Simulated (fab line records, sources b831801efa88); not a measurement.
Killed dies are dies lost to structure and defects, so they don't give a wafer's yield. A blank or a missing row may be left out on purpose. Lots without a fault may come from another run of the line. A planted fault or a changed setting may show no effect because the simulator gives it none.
Which tool did it? | flow gf180mcu | 13 lots, 38 wafers sampled, at 5 steps of a route of 602

WHAT THE GAUGES READ, wafer by wafer
GF_POLY_GATE_OVL_MEAS_11.
lot  | measured     | on         | POLY_GATE_OVL (nm)
L737 | day 9 04:59  | overlay-02 | 0 -5 -3
L738 | day 9 12:54  | overlay-01 | 2 -5 -6
L740 | day 10 01:22 | overlay-02 | 9 3 -1
L745 | day 11 08:32 | overlay-01 | -8 5
L750 | day 13 02:41 | overlay-02 | 0 -10 -2
L751 | day 13 09:35 | overlay-02 | -4 3 -6
L753 | day 13 19:08 | overlay-02 | -4 6 5
L754 | day 14 05:55 | overlay-02 | 4 2 8
L756 | day 15 06:14 | overlay-02 | -5 -4 2
L757 | day 15 08:08 | overlay-02 | 6 4 -2
L758 | day 15 20:28 | overlay-02 | 7 8 -2
L759 | day 15 20:42 | overlay-02 | 4 7 -1
L760 | day 16 02:42 | overlay-02 | -5 -1 1

GF_HV_LDD_CD_MEAS_07: target cd 400 nm.
lot  | measured     | on        | cd_nm (nm)
L737 | day 10 00:33 | cd_sem-01 | 399.3 400.7 399.9
L738 | day 10 08:22 | cd_sem-02 | 401.5 401.0 403.9
L740 | day 10 20:58 | cd_sem-02 | 399.7 400.2 401.3
L745 | day 12 04:42 | cd_sem-01 | 397.8 397.6
L750 | day 14 01:09 | cd_sem-02 | 397.7 399.4 398.8
L751 | day 14 08:40 | cd_sem-01 | 400.6 399.4 401.0
L753 | day 14 17:18 | cd_sem-01 | 401.7 400.4 400.0
L754 | day 15 04:47 | cd_sem-02 | 397.8 397.2 396.8
L756 | day 16 05:43 | cd_sem-02 | 402.2 401.5 403.8
L757 | day 16 07:43 | cd_sem-01 | 398.7 399.3 399.3
L758 | day 16 20:44 | cd_sem-01 | 403.3 405.0 405.2
L759 | day 16 20:26 | cd_sem-02 | 401.6 400.3 401.1
L760 | day 17 02:25 | cd_sem-01 | 400.6 398.1 398.5

GF_HV_LDD_CD_MEAS_46: target cd 400 nm.
lot  | measured     | on        | cd_nm (nm)
L737 | day 12 09:35 | cd_sem-02 | 402.8 402.0 400.8
L738 | day 12 18:53 | cd_sem-02 | 399.8 398.4 398.1
L740 | day 13 07:25 | cd_sem-01 | 396.7 394.6 395.3
L745 | day 14 19:06 | cd_sem-01 | 392.4 392.3
L750 | day 16 18:45 | cd_sem-01 | 398.2 398.3 396.9
L751 | day 17 03:23 | cd_sem-01 | 400.9 399.0 398.4
L753 | day 17 12:49 | cd_sem-02 | 403.8 403.6 401.9
L754 | day 18 01:05 | cd_sem-01 | 402.1 402.2 403.6
L756 | day 19 05:35 | cd_sem-01 | 401.0 400.4 399.4
L757 | day 19 06:58 | cd_sem-02 | 400.3 398.0 398.6
L758 | day 19 21:10 | cd_sem-01 | 398.4 399.3 398.6
L759 | day 19 20:15 | cd_sem-02 | 398.6 396.9 396.1
L760 | day 20 03:00 | cd_sem-02 | 399.6 399.8 400.3

GF_HV_LDD_OVL_MEAS_47.
lot  | measured     | on         | HV_LDD_03_OVL (nm)
L737 | day 12 09:42 | overlay-02 | -0.3 -1.1 -2.1
L738 | day 12 18:59 | overlay-01 | 0.0 0.1 -0.8
L740 | day 13 07:31 | overlay-02 | -0.8 -1.1 -1.1
L745 | day 14 19:13 | overlay-01 | -2.2 -1.0
L750 | day 16 18:52 | overlay-02 | -0.9 -1.4 -0.8
L751 | day 17 03:28 | overlay-02 | -1.2 -1.8 -0.9
L753 | day 17 12:55 | overlay-01 | 0.9 -1.1 -1.0
L754 | day 18 01:12 | overlay-02 | -2.2 -2.0 -1.8
L756 | day 19 05:41 | overlay-01 | -2.0 -4.3 -2.9
L757 | day 19 07:05 | overlay-01 | -1.2 -1.4 -2.8
L758 | day 19 21:16 | overlay-02 | 0.9 0.5 3.5
L759 | day 19 20:21 | overlay-01 | -0.9 0.3 -0.9
L760 | day 20 03:06 | overlay-02 | -0.1 -1.0 -2.2

WHICH TOOL RAN EACH LOT (tool, then ch and the chambers of the sampled wafers, then the start)
lot  | GF_HV_LDD_COAT_41
L737 | litho_track-03 ch 0, day 11 23:37
L738 | litho_track-03 ch 0, day 12 09:01
L740 | litho_track-01 ch 0, day 12 21:37
L745 | litho_track-03 ch 0, day 14 08:42
L750 | litho_track-01 ch 0, day 16 07:18
L751 | litho_track-01 ch 0, day 16 15:57
L753 | litho_track-01 ch 0, day 17 01:33
L754 | litho_track-01 ch 0, day 17 13:14
L756 | litho_track-01 ch 0, day 18 16:59
L757 | litho_track-02 ch 0, day 18 18:32
L758 | litho_track-03 ch 0, day 19 08:47
L759 | litho_track-01 ch 0, day 19 07:57
L760 | litho_track-01 ch 0, day 19 14:48
- GF_HV_LDD_COAT_41: resist thk 1000 nm.

WHAT THE TOOLS THEMSELVES READ (means of the sampled wafers that have a number; where no wafer has one, the mark that the record gives instead)
GF_HV_LDD_COAT_41.
lot  | tool           | exhaust_pa (Pa)
L737 | litho_track-03 | 46.1
L738 | litho_track-03 | 44.5
L740 | litho_track-01 | 45.9
L745 | litho_track-03 | 45.7
L750 | litho_track-01 | 45.0
L751 | litho_track-01 | 44.8
L753 | litho_track-01 | 44.8
L754 | litho_track-01 | 45.1
L756 | litho_track-01 | 45.4
L757 | litho_track-02 | 46.2
L758 | litho_track-03 | 44.4
L759 | litho_track-01 | 43.6
L760 | litho_track-01 | 45.0

THE ANSWER, worked out from the rows above alone
Rule: what is usual is taken from the lots themselves. Put in order of their means at a reading, lots are off if they are a third of the lots or fewer, leave a main group of 4 or more, and stand apart from it by a gap of 3 or more times the standard deviation of the main group's means; of several such gaps the widest counts. A main group whose means are all the same, to the digits that the tables above print for the reading, isn't used. A lot without any number at a reading at which 4 lots or more have one is off too. The other lots that the step has rows for count as sound. The gauges are gone through in route order, then the tools' own readings, and for those a lot's mean is taken as printed above. The first step at which some lot is off is used, and at that step the reading that is off furthest; a lot without a number counts as furthest.
No lot is off at any reading shown: from this, nothing can be told.

WHAT THE SIMULATOR HAD PUT IN
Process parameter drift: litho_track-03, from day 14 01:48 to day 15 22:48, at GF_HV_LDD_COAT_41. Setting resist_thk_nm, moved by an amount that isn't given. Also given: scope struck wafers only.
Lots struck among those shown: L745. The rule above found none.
